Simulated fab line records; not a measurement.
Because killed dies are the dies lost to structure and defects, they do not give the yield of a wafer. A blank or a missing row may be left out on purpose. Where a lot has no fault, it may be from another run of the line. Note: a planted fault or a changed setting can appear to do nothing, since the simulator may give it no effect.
A lot that was struck, set against a sound lot    flow sky130    16 steps out of a route of 708
Sound: these wafers, L725.1, L725.4, L725.5. Struck: wafer L743.6. (L743.1, L743.2 of the same lot were not struck and are left out.) The cause comes at the end.
Per side, at each step with rows, come the tool, then ch with its chambers, and then its first start. Under that, the readings that differ: sound wafers    struck wafers    difference of the means    sigmas: that difference in standard deviations of wafers without a fault.
alike: readings whose means differ by less than 2 such deviations, and words and numbers that are the same on both sides. not compared: withheld readings, readings that some wafer has no value for, bounds like >300 that may hide the same value, and numbers for which the record gives no deviation and whose values overlap.
A row with sigmas, a row that says differs or no value, or rows on one side alone: a step with any of these is where the two part. Non-overlapping numbers with no deviation appear without sigmas and do not part them. Lack of a reading on every wafer of one side parts them only where that side has two or more wafers.

first, 8 steps without rows for these wafers: SKY_METAL1_DEHYDRATE_07 (time 60 s); SKY_METAL1_HMDS_08 (prime time 60 s); SKY_METAL1_COAT_09 (resist thk 60 nm); SKY_METAL1_COAT_10 (resist thk 450 nm); SKY_METAL1_SOFTBAKE_11 (time 90 s); SKY_METAL1_EXPOSE_12 (exposes mask MM1, target cd 140 nm); SKY_METAL1_PEB_13; SKY_METAL1_DEVELOP_14 (develop time 60 s).
SKY_METAL1_CD_MEAS_15: the cd target is 140 nm.
  sound on cd_sem-01, day 33 12:32; struck on cd_sem-01, day 38 14:50
reading     sound              struck  difference  sigmas
cd_nm (nm)  141.6 142.2 142.1  137.9   -4.1        -3
SKY_METAL1_OVL_MEAS_16:
  sound on overlay-01, day 33 12:39; struck on overlay-01, day 38 14:58
  alike: METAL1_OVL
SKY_METAL1_DESCUM_17: chemistry O2, time 8 s.
  sound on rie_metal-01 ch 0,1, day 33 12:41; struck on rie_metal-03 ch 1, day 38 15:00
  alike: drypump_motor_current_A, oes_product_au, rf_fwd_power_W
  not compared: rf_hours_counter_h
SKY_METAL1_ETCH_18: etches BARC in N2/H2, stops on SiO2, time 45.9 s, target depth 60 nm.
  sound on rie_metal-01 ch 0,1, day 33 12:43; struck on rie_metal-03 ch 1, day 38 15:04
  alike: bias_w, drypump_motor_current_A, oes_product_au, rf_fwd_power_W, throttle_valve_pct
  not compared: rf_hours_counter_h
SKY_METAL1_METAL_ETCH_19: etches the open film in Cl2/BCl3, stops on SiO2, target depth 360 nm, time 78 s.
  sound on rie_metal-01 ch 0,1, day 33 12:47; struck on rie_metal-03 ch 1, day 38 15:11
reading                                        sound              struck   difference  sigmas
oes_product_au (a.u.)                          0.852 0.847 0.843  0.792    -0.055      -9
over_etch_frac                                 0.3 0.3 0.3        0.51155  +0.21155    
model.KrF-thick_of_METAL1_COAT_10.thk_nm (nm)  158 155 152.5      125.7    -29.5       
  alike: bias_w, drypump_motor_current_A, rf_fwd_power_W, throttle_valve_pct
  not compared: rf_hours_counter_h
SKY_METAL1_STRIP_20: strips in O2/N2.
  sound on plasma_asher-04 ch 1, day 33 12:52; struck on plasma_asher-01 ch 1, day 38 15:22
reading                       sound              struck  difference  sigmas
oes_product_au (a.u.)         0.338 0.340 0.341  0.320   -0.020      -4
strip_time_to_endpoint_s (s)  2.69 2.66 2.63     2.34    -0.32       -5
  alike: drypump_motor_current_A
  not compared: rf_hours_counter_h
then, 1 step without rows for these wafers: SKY_METAL1_STRIP_21 (strips in post etch residue remover, time 1200 s).
SKY_PAD_OPEN_PROBE_99:
  the record holds rows for the sound wafers here (prober-02, day 46 11:51) but none for the struck ones

## WHERE THEY PART
Earliest at SKY_METAL1_CD_MEAS_15; latest, in this record, at SKY_PAD_OPEN_PROBE_99.

WHY: whatever the simulator had introduced
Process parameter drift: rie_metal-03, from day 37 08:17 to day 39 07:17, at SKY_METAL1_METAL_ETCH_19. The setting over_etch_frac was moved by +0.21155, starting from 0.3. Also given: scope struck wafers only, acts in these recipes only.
